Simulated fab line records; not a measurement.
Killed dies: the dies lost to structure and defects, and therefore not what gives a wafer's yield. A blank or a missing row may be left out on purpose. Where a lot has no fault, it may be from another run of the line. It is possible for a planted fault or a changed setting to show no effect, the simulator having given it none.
Struck lot and sound lot, side by side || flow sky130 || 21 out of 708 route steps
Sound: these wafers, L167.2, L167.4, L167.6. The struck wafers were L175.1, L175.3, L175.5. Last of all comes the cause.
Per side, at each step with rows, come the tool, then ch with its chambers, and then its first start. Under that, the readings that differ: sound wafers || struck wafers || difference of the means || sigmas: that difference in standard deviations of wafers without a fault.
alike: a reading whose means differ by less than 2 such deviations, as well as words and numbers matching on both sides. not compared: withheld readings; readings where some wafer has no value; bounds like >300 that might hide an equal value; numbers whose values overlap and for which the record gives no deviation.
A row with sigmas, a row that says differs or no value, or rows on one side alone: a step with any of these is where the two part. Numbers that don't overlap but have no deviation are shown without sigmas and don't part them. A reading that every wafer of one side lacks parts them only if that side has two wafers or more.

first, 2 steps without rows for these wafers: SKY_LDD_HVP_PEB_05; SKY_LDD_HVP_DEVELOP_06 (develop time 60 s).
SKY_LDD_HVP_OVL_MEAS_07:
  sound on overlay-02, day 22 11:52; struck on overlay-02, day 25 19:03
  alike: LDD_HVP_OVL
after that, 1 step had no rows for these wafers: SKY_LDD_HVP_IMPLANT_08.
SKY_LDD_HVP_STRIP_09: strips in O2/N2.
  sound on plasmaAsher-03 ch 1, day 22 12:03; struck on plasmaAsher-02 ch 0,1, day 25 19:14
  alike: drypumpMotorCurrentA, oesProductAu, stripTimeToEndpointS
  not compared: rfHoursCounterH
SKY_LDD_HVP_TW_MEAS_10:
  sound on filmMetro-03, day 22 12:10; struck on filmMetro-02, day 25 19:20
  alike: LDD_HVP_TW
then, 6 steps without rows for these wafers: SKY_LDD_LDN_DEHYDRATE_00 (time 60 s); SKY_LDD_LDN_HMDS_01 (prime time 60 s); SKY_LDD_LDN_COAT_02 (resist thk 1140 nm); SKY_LDD_LDN_SOFTBAKE_03 (time 60 s); SKY_LDD_LDN_EXPOSE_04 (exposes mask LDNTM, target cd 700 nm); SKY_LDD_LDN_PEB_05.
SKY_LDD_LDN_DEVELOP_06: develop time 60 s.
  sound on lithoTrack-03 ch 0, day 23 18:04; struck on lithoTrack-03 ch 0, day 26 23:59
SKY_LDD_LDN_OVL_MEAS_07:
  sound on overlay-01, day 23 18:11; struck on overlay-02, day 27 00:08
{"reading": "LDD_LDN_OVL (nm)", "sound": "1.8 1.0 2.3", "struck": "- - -", "difference": "no value on the struck wafers", "sigmas": ""}
then, 4 steps without rows for these wafers: SKY_LDD_LDN_IMPLANT_08; SKY_LDD_LDN_IMPLANT_09; SKY_LDD_LDN_IMPLANT_10; SKY_LDD_LDN_IMPLANT_11.
SKY_LDD_LDN_STRIP_12: strips in O2/N2.
  sound on plasmaAsher-03 ch 0,1, day 23 18:49; struck on plasmaAsher-03 ch 0,1, day 27 00:46
  alike: drypumpMotorCurrentA, oesProductAu, stripTimeToEndpointS
  not compared: rfHoursCounterH
SKY_LDD_LDN_TW_MEAS_13:
  sound on filmMetro-03, day 23 18:56; struck on filmMetro-03, day 27 00:52
{"reading": "LDD_LDN_TW", "sound": "1494 1481 1490", "struck": "30 30 30", "difference": -1458, "sigmas": "-99 or more"}
then, 1 step without rows for these wafers: SKY_LDD_LDN_CLEAN_14 (cleans in SC1/SC2, time 150 s).

WHERE THEY PART
At SKY_LDD_LDN_OVL_MEAS_07 first; at SKY_LDD_LDN_TW_MEAS_13 last (within this record only).

WHY: what had been put in by the simulator
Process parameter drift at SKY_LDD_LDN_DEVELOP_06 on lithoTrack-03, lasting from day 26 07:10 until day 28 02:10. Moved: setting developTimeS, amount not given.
